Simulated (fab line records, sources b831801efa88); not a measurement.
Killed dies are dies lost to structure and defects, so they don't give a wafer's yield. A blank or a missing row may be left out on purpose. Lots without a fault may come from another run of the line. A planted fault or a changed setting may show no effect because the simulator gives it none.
fab line records | flow sky130
record lots=6 wafers=18 last_day=50
route steps=708 shown FIELD_ISO@3 PAD_OPEN@708
lots that met no fault: from a run of the same line without faults
start_h: hours from the record's first day to the start of the lot's first wafer shown | wait_h: hours since the lot's step before | " the same as in the row above | L1.1+2: a row that stands for several wafers | - no value, or no start given | * or withheld: withheld | < > ~ a bound
route shown NAME@n: a module of which the file shows steps, and the number in the route of the first | usual: mean/standard deviation of fault-free wafers | same: alike in all rows | chamber/n: place in a boat | sites: the reading at each site | _std_site: their standard deviation | _edge_site: outer sites' mean less inner sites' | radius_mm: how far each site lies from the wafer's centre | mask NAME#n: copy n | behind: the tool/chamber that last shaped the wafer | hold: why the lot was held/for how many hours/how that ended | device: the transistor (n, p or np) that didn't switch | end of line: the same wafers' tests at the end of the route | a step without rows: its recipe alone | killed: dies lost to structure and defects at the first sort, not the wafer's yield | map: a wafer's dies, x killed, . not, _ none there
set.NAME: the setting as run; set.NAME@STEP: as run at that earlier step | model.NAME: the simulator's own value behind a step, which no gauge read
lots at some steps of the route; a table a step, a row a wafer
services: from which hour (start_h, from the record's first day; less than 0 if before it) a tool's chamber was out of use, for how many hours, and why
## steps
# step SKY_FIELD_ISO_THK_MEAS_02
# recipe reads=SiO2_of_FIELD_ISO_OXIDATION_01
# usual FIELD_ISO_OXIDATION_00_THK=11.94/0.24
# columns lot.wafer tool chamber start_h wait_h FIELD_ISO_OXIDATION_00_THK[nm]
L412.2 film_metro-03 - 46.64 0.0 11.87
L412.3 " - " " 12.08
L412.4 " - " " 12.11
L413.3 film_metro-04 - 51.65 0.0 12.35
L413.4 " - " " 12.34
L413.6 " - " " 12.35
L420.1 film_metro-04 - 88.61 0.0 12.15
L420.3 " - " " 12.05
L420.6 " - " " 12.01
L422.1 film_metro-03 - 97.34 0.0 12.30
L422.3 " - " " 12.12
L422.6 " - " " 12.36
L425.1 film_metro-01 - 112.55 0.0 12.02
L425.2 " - " " 11.88
L425.6 " - " " 11.96
L426.2 film_metro-04 - 118.55 0.0 12.27
L426.4 " - " " 12.10
L426.5 " - " " 12.24
# step SKY_FIELD_ISO_CVD_03
# recipe material=Si3N4 precursor=DCS/NH3 target_thk_nm=165 temp_c=770 time_s=2830 pressure_mtorr=250
# step SKY_FIELD_ISO_THK_MEAS_04
# recipe reads=Si3N4_of_FIELD_ISO_CVD_03
# usual FIELD_ISO_CVD_03_THK=165.5/1.3
# columns lot.wafer tool chamber start_h wait_h FIELD_ISO_CVD_03_THK[nm]
L412.2 film_metro-03 - 48.49 0.0 165.0
L412.3 " - " " 165.6
L412.4 " - " " 164.7
L413.3 film_metro-04 - 53.50 0.0 164.6
L413.4 " - " " 164.0
L413.6 " - " " 165.7
L420.1 film_metro-03 - 90.46 0.0 167.3
L420.3 " - " " 165.2
L420.6 " - " " 164.7
L422.1 film_metro-01 - 99.18 0.0 167.9
L422.3 " - " " 167.2
L422.6 " - " " 167.5
L425.1 film_metro-01 - 114.40 0.0 163.5
L425.2 " - " " 163.2
L425.6 " - " " 165.0
L426.2 film_metro-03 - 121.44 0.0 165.7
L426.4 " - " " 167.5
L426.5 " - " " 165.8
# step SKY_FIELD_ISO_DEHYDRATE_05
# recipe temp_c=200 time_s=60
# step SKY_FIELD_ISO_HMDS_06
# recipe prime_time_s=60 prime_temp_c=120
# step SKY_FIELD_ISO_COAT_07
# recipe resist=BARC temp_c=withheld time_s=withheld spin_rpm=3000 resist_thk_nm=60
# step SKY_FIELD_ISO_COAT_08
# recipe resist=KrF-thick spin_rpm=3000 resist_thk_nm=450
# step SKY_FIELD_ISO_SOFTBAKE_09
# recipe temp_c=100 time_s=90 resist=KrF-thick
# step SKY_FIELD_ISO_EXPOSE_10
# recipe mask_id=FOM na=0.68 source_shape=annular sigma_inner=0.4 sigma_outer=0.8 target_cd_nm=150 dose_mj=28
# step SKY_FIELD_ISO_PEB_11
# recipe peb_temp_c=withheld peb_time_s=withheld resist=KrF-thick
# step SKY_FIELD_ISO_DEVELOP_12
# recipe develop_time_s=60 resist=KrF-thick dev_temp_c=21
# step SKY_FIELD_ISO_CD_MEAS_13
# recipe target_cd_nm=150
# usual cd_nm=149.8/1.6
# columns lot.wafer tool chamber start_h wait_h cd_nm
L412.2 cd_sem-02 - 64.26 - 149.5
L412.3 " - " " 149.8
L412.4 " - " " 150.1
L413.3 cd_sem-01 - 69.75 - 154.1
L413.4 " - " " 153.7
L413.6 " - " " 153.1
L420.1 cd_sem-02 - 107.81 - 149.8
L420.3 " - " " 149.0
L420.6 " - " " 148.6
L422.1 cd_sem-01 - 117.26 - 152.3
L422.3 " - " " 151.2
L422.6 " - " " 149.3
L425.1 cd_sem-02 - 132.61 - 150.1
L425.2 " - " " 148.7
L425.6 " - " " 148.7
L426.2 cd_sem-02 - 140.66 - 147.2
L426.4 " - " " 147.5
L426.5 " - " " 148.0
# step SKY_FIELD_ISO_ETCH_14
# recipe chemistry=N2/H2 target=BARC ion_energy_ev=200 source_w=500 bias_w=100 pressure_mtorr=30 n2_flow_sccm=100 h2_flow_sccm=200 stop_on=SiO2 time_s=45.9 target_depth_a=600
# usual bias_w=100.02/0.26 chamber_pressure_mTorr=30.003/0.028 drypump_motor_current_A=5.5/0.54 oes_product_au=0.854/0.0048 throttle_valve_pct=13.225/0.0092
# columns lot.wafer tool chamber start_h wait_h bias_w chamber_pressure_mTorr drypump_motor_current_A oes_product_au rf_hours_counter_h throttle_valve_pct model.KrF-thick_of_FIELD_ISO_COAT_08.thk_nm
L412.2 rie_diel-03 0 64.36 0.1 - - - - - - 437.4
L412.3 " 1 " " - - - - - - 438
L412.4 " 1 " " - - - - - - 436.2
L413.3 rie_diel-03 3 69.85 0.1 - - - - - - 435.7
L413.4 " 0 " " - - - - - - 436.1
L413.6 " 3 " " - - - - - - 436.8
L420.1 rie_diel-04 3 107.93 0.1 99.92 29.964 5.9 0.856 26 13.228 394.3
L420.3 " 2 " " 99.55 29.942 4.7 0.850 110 13.238 394
L420.6 " 0 " " 100.37 29.992 6.4 0.855 - 13.235 396
L422.1 rie_diel-03 1 117.38 0.1 99.94 29.955 5.8 0.845 11 13.223 393.9
L422.3 " 0 " " 99.90 29.981 5.5 0.851 6 13.210 390.9
L422.6 " 0 " " 99.73 30.063 5.5 0.855 - 13.231 392.9
L425.1 rie_diel-02 2 132.73 0.1 99.92 30.023 6.2 0.856 145 13.217 393.3
L425.2 " 0 " " 100.01 30.035 5.9 0.856 118 13.225 392.3
L425.6 " 1 " " 100.01 29.990 5.8 0.860 - 13.207 393.9
L426.2 rie_diel-02 3 140.76 0.1 99.26 30.003 5.2 0.854 93 13.214 394.7
L426.4 " 2 " " 100.06 29.953 6.2 0.851 145 13.217 392.6
L426.5 " 2 " " 99.89 30.013 6.1 0.843 - 13.221 393.8
# step SKY_FIELD_ISO_ETCH_15
# recipe chemistry=CHF3/O2 target_depth_nm=180 stop_on=Si source_w=600 bias_w=200 pressure_mtorr=40 chf3_flow_sccm=50 O2_flow_sccm=5 time_s=72
# usual O2_flow_sccm=5.001/0.015 bias_w=200.1/0.58 drypump_motor_current_A=5.5/0.53 oes_product_au=0.948/0.0061 throttle_valve_pct=8.845/0.0097
# columns lot.wafer tool chamber start_h wait_h O2_flow_sccm bias_w drypump_motor_current_A oes_product_au rf_hours_counter_h throttle_valve_pct model.KrF-thick_of_FIELD_ISO_COAT_08.thk_nm
L412.2 rie_diel-03 0 64.40 0.0 5.008 200.4 5.5 0.378 4 8.670 282.6
L412.3 " 1 " " 4.999 198.7 5.8 0.375 10 8.683 280
L412.4 " 1 " " 5.000 199.1 5.8 0.375 - 8.687 279.4
L413.3 rie_diel-03 3 69.92 0.0 5.001 200.0 4.7 0.373 - 8.690 275.3
L413.4 " 0 " " 5.002 200.0 5.4 0.369 - 8.679 279.8
L413.6 " 3 " " 5.016 199.8 4.7 0.370 - 8.672 277.2
L420.1 rie_diel-04 3 107.97 0.0 5.023 200.4 5.8 0.953 26 8.854 237.2
L420.3 " 2 " " 5.009 199.7 4.6 0.949 110 8.853 234
L420.6 " 0 " " 4.999 199.0 6.3 0.946 - 8.856 242.5
L422.1 rie_diel-03 1 117.42 0.0 4.982 199.4 5.8 0.952 11 8.838 240
L422.3 " 0 " " 5.015 200.3 5.4 0.953 6 8.838 234.2
L422.6 " 0 " " 5.011 200.8 5.4 0.954 - 8.849 237.2
L425.1 rie_diel-02 2 132.77 0.0 5.024 200.5 6.2 0.939 145 8.851 237.1
L425.2 " 0 " " 5.005 199.9 5.8 0.947 118 8.846 234.1
L425.6 " 1 " " 5.005 201.0 5.8 0.949 - 8.855 239.9
L426.2 rie_diel-02 3 140.80 0.0 5.005 200.6 5.2 0.950 93 8.851 239.9
L426.4 " 2 " " 5.002 200.0 6.2 0.953 145 8.839 237.5
L426.5 " 2 " " 4.983 200.5 6.2 0.950 - 8.844 237.6
# step SKY_FIELD_ISO_STRIP_16
# recipe chemistry=O2/N2 power_w=1400 pressure_mtorr=1500 platen_temp_c=withheld o2_flow_sccm=3000 n2_flow_sccm=300 overash_fraction=0.5
# usual drypump_motor_current_A=5.8/0.43 oes_product_au=0.378/0.0049 strip_time_to_endpoint_s=3.55/0.037
# columns lot.wafer tool chamber start_h wait_h drypump_motor_current_A oes_product_au rf_hours_counter_h strip_time_to_endpoint_s
L412.2 plasma_asher-03 1 64.46 0.0 6.4 0.394 38 4.04
L412.3 " 1 " " 6.4 0.394 - 4.01
L412.4 " 0 " " 5.4 0.397 - 4.01
L413.3 plasma_asher-04 1 70.01 0.1 5.9 0.392 - 3.97
L413.4 " 0 " " 5.6 0.394 - 4.01
L413.6 " 1 " " 5.9 0.403 - 3.98
L420.1 plasma_asher-04 0 108.03 0.0 5.6 0.389 46 3.54
L420.3 " 0 " " 5.6 0.382 - 3.53
L420.6 " 1 " " 5.9 0.381 - 3.62
L422.1 plasma_asher-04 0 117.48 0.0 5.6 0.378 48 3.58
L422.3 " 0 " " 5.6 0.377 - 3.52
L422.6 " 0 " " 5.6 0.381 - 3.56
L425.1 plasma_asher-04 0 132.83 0.0 5.6 0.377 50 3.56
L425.2 " 1 " " 5.9 0.380 50 3.53
L425.6 " 1 " " 5.9 0.388 - 3.59
L426.2 plasma_asher-03 1 140.86 0.0 6.5 0.384 2 3.60
L426.4 " 0 " " 5.4 0.377 - 3.56
L426.5 " 1 " " 6.4 0.380 - 3.55
# step SKY_FIELD_ISO_ETCH_17
# recipe target_depth_a=3420 mask_material=Si3N4 chemistry=HBr/Cl2/O2 target=Si taper_deg=5 icp_w=600 bias_w=150 pressure_mtorr=15 HBr_flow_sccm=150 Cl2_flow_sccm=40 O2_flow_sccm=6 time_s=97.7
# usual HBr_flow_sccm=150.1/0.47 O2_flow_sccm=6.000/0.021 drypump_motor_current_A=5.4/0.49 oes_product_au=1.000/0.0084 throttle_valve_pct=25.657/0.012
# columns lot.wafer tool chamber start_h wait_h HBr_flow_sccm O2_flow_sccm drypump_motor_current_A oes_product_au rf_hours_counter_h throttle_valve_pct
L412.2 rie_si-01 0 64.56 0.1 150.4 5.979 4.9 0.994 142 25.679
L412.3 " 2 " " 150.6 5.980 5.6 1.006 37 25.655
L412.4 " 3 " " 150.5 6.017 5.4 1.008 0 25.670
L413.3 rie_si-02 2 70.08 0.0 149.7 5.994 4.7 0.988 8 25.661
L413.4 " 1 " " 149.7 5.967 5.0 1.004 27 25.632
L413.6 " 1 " " 149.0 6.013 5.0 1.001 - 25.641
L420.1 rie_si-02 1 108.13 0.1 149.8 5.979 5.0 1.009 27 25.648
L420.3 " 2 " " 150.3 6.005 4.7 0.995 8 25.663
L420.6 " 1 " " 150.4 5.994 5.0 0.998 - 25.656
L422.1 rie_si-01 3 117.58 0.1 150.5 5.999 5.4 1.012 1 25.638
L422.3 " 1 " " 150.2 5.971 6.0 0.993 62 25.657
L422.6 " 1 " " 150.0 6.000 6.0 0.992 - 25.653
L425.1 rie_si-02 1 132.93 0.1 149.6 6.003 5.0 1.018 27 25.640
L425.2 " 0 " " 150.1 5.985 5.4 1.000 74 25.669
L425.6 " 0 " " 150.5 5.995 5.4 1.014 - 25.670
L426.2 rie_si-02 2 140.96 0.1 150.3 6.004 4.7 0.990 8 25.660
L426.4 " 3 " " 149.1 5.997 6.1 0.997 22 25.666
L426.5 " 1 " " 150.1 6.009 5.0 1.027 - 25.633
# step SKY_PAD_OPEN_PROBE_99
# usual killed_at_M0_to_M3=43/6.6 killed_at_M4_up=3.1/1.6 killed_at_contacts=23/5.6 killed_at_front_end=15/4.2 killed_at_other=0.2/0.43 killed_dies=85/9.3 killed_on_rim=17/3.6 killed_open=46/6.6 killed_short=39/6.2
# same gross_dies=492 killed_at_back_side=0
# columns lot.wafer tool chamber start_h wait_h killed_at_M0_to_M3 killed_at_M4_up killed_at_contacts killed_at_front_end killed_at_other killed_dies killed_on_rim killed_open killed_short
L412.2 prober-02 - 1117.44 0.1 32 4 33 423 0 492 96 47 36
L412.3 prober-02 - 1117.49 0.2 56 2 24 410 0 492 96 56 43
L412.4 prober-02 - 1117.54 0.2 36 3 22 431 0 492 96 46 33
L413.3 prober-01 - 1121.28 0.2 34 4 25 428 1 492 96 38 41
L413.4 prober-01 - 1121.33 0.2 33 3 23 433 0 492 96 42 36
L413.6 prober-01 - 1121.43 0.2 44 9 19 420 0 492 96 41 47
L425.1 prober-01 - 1190.07 0.1 27 4 25 21 1 78 15 38 40
L425.2 prober-01 - 1190.12 0.1 40 3 29 23 0 95 15 50 45
L425.6 prober-01 - 1190.32 0.2 37 3 20 10 0 70 16 40 30
# killed by level:class
L412.2 FIELD_ISO:area_etch=409 LI_CONTACT:geometric_particle:open=11 CONTACT:geometric_particle:open=8 VIA1:geometric_particle:open=8 CONTACT:geometric_particle:short=7 VIA3:geometric_particle:open=6 FIELD_ISO:geometric_particle:open=4 VIA1:geometric_particle:short=4
L412.3 FIELD_ISO:area_etch=393 VIA1:geometric_particle:open=19 CONTACT:geometric_particle:open=10 CONTACT:geometric_particle:short=8 VIA2:geometric_particle:open=8 METAL1:geometric_particle:short=7 FIELD_ISO:geometric_particle:short=5 VIA3:geometric_particle:open=5
L412.4 FIELD_ISO:area_etch=413 VIA1:geometric_particle:open=11 LI_CONTACT:geometric_particle:open=8 CONTACT:geometric_particle:open=6 METAL2:geometric_particle:short=5 VIA2:geometric_particle:open=5 FIELD_ISO:geometric_particle:open=4 LOCAL_INTERCONNECT:geometric_particle:short=4
L413.3 FIELD_ISO:area_etch=413 CONTACT:geometric_particle:open=10 LOCAL_INTERCONNECT:geometric_particle:short=7 VIA3:geometric_particle:open=7 METAL1:geometric_particle:short=6 FIELD_ISO:geometric_particle:open=5 METAL3:geometric_particle:short=5 VIA1:geometric_particle:open=4
L413.4 FIELD_ISO:area_etch=414 CONTACT:geometric_particle:open=10 VIA1:geometric_particle:open=8 METAL1:geometric_particle:short=7 POLY_GATE:geometric_particle:short=6 POLY_GATE:geometric_particle:open=5 CONTACT:geometric_particle:short=5 FIELD_ISO:geometric_particle:open=4
L413.6 FIELD_ISO:area_etch=404 METAL2:geometric_particle:short=8 LI_CONTACT:geometric_particle:open=7 CONTACT:geometric_particle:open=6 VIA1:geometric_particle:open=6 VIA1:geometric_particle:short=6 FIELD_ISO:geometric_particle:open=5 VIA2:geometric_particle:open=5
L425.1 FIELD_ISO:geometric_particle:short=7 CONTACT:geometric_particle:open=7 LI_CONTACT:geometric_particle:open=6 LOCAL_INTERCONNECT:geometric_particle:short=6 POLY_GATE:geometric_particle:open=4 CONTACT:geometric_particle:short=4 VIA2:geometric_particle:open=4 METAL3:geometric_particle:open=4
L425.2 CONTACT:geometric_particle:open=11 VIA1:geometric_particle:open=9 METAL2:geometric_particle:short=8 FIELD_ISO:geometric_particle:open=7 FIELD_ISO:geometric_particle:short=6 LI_CONTACT:geometric_particle:open=6 POLY_GATE:geometric_particle:open=6 CONTACT:geometric_particle:short=6
L425.6 VIA1:geometric_particle:open=9 CONTACT:geometric_particle:open=8 VIA1:geometric_particle:short=5 METAL3:geometric_particle:short=5 VIA3:geometric_particle:open=4 LI_CONTACT:geometric_particle:open=4 CONTACT:geometric_particle:short=4 POLY_GATE:geometric_particle:open=3
# map L412.2 (x killed, . not)
__________xxxxxxxxxx_________
________xxxxxxxxxxxxxx_______
______xxxxxxxxxxxxxxxxxx_____
_____xxxxxxxxxxxxxxxxxxxx____
____xxxxxxxxxxxxxxxxxxxxxx___
___xxxxxxxxxxxxxxxxxxxxxxxx__
__xxxxxxxxxxxxxxxxxxxxxxxxxx_
_xxxxxxxxxxxxxxxxxxxxxxxxxxxx
_xxxxxxxxxxxxxxxxxxxxxxxxxxxx
_xxxxxxxxxxxxxxxxxxxxxxxxxxxx
_xxxxxxxxxxxxxxxxxxxxxxxxxxxx
_xxxxxxxxxxxxxxxxxxxxxxxxxxxx
_xxxxxxxxxxxxxxxxxxxxxxxxxxxx
_xxxxxxxxxxxxxxxxxxxxxxxxxxxx
_xxxxxxxxxxxxxxxxxxxxxxxxxxxx
__xxxxxxxxxxxxxxxxxxxxxxxxxx_
___xxxxxxxxxxxxxxxxxxxxxxxx__
____xxxxxxxxxxxxxxxxxxxxxx___
_____xxxxxxxxxxxxxxxxxxxx____
______xxxxxxxxxxxxxxxxxx_____
________xxxxxxxxxxxxxx_______
__________xxxxxxxxxx_________
# map L413.3 (x killed, . not)
__________xxxxxxxxxx_________
________xxxxxxxxxxxxxx_______
______xxxxxxxxxxxxxxxxxx_____
_____xxxxxxxxxxxxxxxxxxxx____
____xxxxxxxxxxxxxxxxxxxxxx___
___xxxxxxxxxxxxxxxxxxxxxxxx__
__xxxxxxxxxxxxxxxxxxxxxxxxxx_
_xxxxxxxxxxxxxxxxxxxxxxxxxxxx
_xxxxxxxxxxxxxxxxxxxxxxxxxxxx
_xxxxxxxxxxxxxxxxxxxxxxxxxxxx
_xxxxxxxxxxxxxxxxxxxxxxxxxxxx
_xxxxxxxxxxxxxxxxxxxxxxxxxxxx
_xxxxxxxxxxxxxxxxxxxxxxxxxxxx
_xxxxxxxxxxxxxxxxxxxxxxxxxxxx
_xxxxxxxxxxxxxxxxxxxxxxxxxxxx
__xxxxxxxxxxxxxxxxxxxxxxxxxx_
___xxxxxxxxxxxxxxxxxxxxxxxx__
____xxxxxxxxxxxxxxxxxxxxxx___
_____xxxxxxxxxxxxxxxxxxxx____
______xxxxxxxxxxxxxxxxxx_____
________xxxxxxxxxxxxxx_______
__________xxxxxxxxxx_________
## services
# columns tool chamber start_h hours kind
rie_diel-04 - 55.39 44.3 repair
rie_diel-02 - 59.60 14.6 pm
rie_diel-03 - 68.22 0.3 repair
rie_diel-04 2 68.48 8.8 repair
rie_diel-03 1 68.69 5.8 repair
rie_diel-04 3 91.65 1.6 repair
plasma_asher-03 - 108.75 9.0 pm
plasma_asher-03 0 108.75 9.0 vent_cycle
plasma_asher-03 1 108.75 9.0 vent_cycle
rie_diel-02 0 114.04 5.6 repair
rie_si-01 0 115.05 - clean
rie_si-01 0 115.05 15.7 scheduled_down
rie_si-01 0 115.05 15.7 vent_cycle
plasma_asher-03 0 117.75 - clean
plasma_asher-03 1 117.75 - clean
rie_si-01 - 131.55 0.5 repair
## key
first_sign step=SKY_FIELD_ISO_ETCH_14 reading=tool_record direction=missing
effect step=SKY_FIELD_ISO_ETCH_15 reading=oes_product_au direction=down sigmas=95 usual=0.948 struck=0.373
effect step=SKY_FIELD_ISO_STRIP_16 reading=strip_time_to_endpoint_s direction=up sigmas=12 usual=* struck=*
effect step=SKY_PAD_OPEN_PROBE_99 reading=killed_at_front_end direction=up sigmas=97 usual=15 struck=424
model_effect step=SKY_FIELD_ISO_ETCH_14 value=KrF-thick_of_FIELD_ISO_COAT_08.thk_nm without=393 struck=436.7
model_effect step=SKY_FIELD_ISO_ETCH_15 value=KrF-thick_of_FIELD_ISO_COAT_08.thk_nm without=235.4 struck=279
more_kills_born_at SKY_FIELD_ISO_ETCH_14@rie_diel-03=2446
met_at SKY_FIELD_ISO_ETCH_14
struck_wafers L412.2,L412.3,L412.4,L413.3,L413.4,L413.6
later_rows_left_out L412.2,L412.3,L412.4,L413.3,L413.4,L413.6
tester_left_out L412,L413
fault kind=skipped_step_whole tool=rie_diel-03 chamber=- onset_h=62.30 steps=SKY_FIELD_ISO_ETCH_14 scope=struck_lots_only
# tester_left_out: of these lots the tester's yield and bins aren't shown, on N5 and GAA mostly nor the transistor test; their killed dies are dies lost to structure and defects alone, not to doping, threshold or leakage, so they don't give the yield
# later_rows_left_out: the simulator's readings of these wafers behind a module that went badly wrong aren't trusted and aren't shown, but for the sort
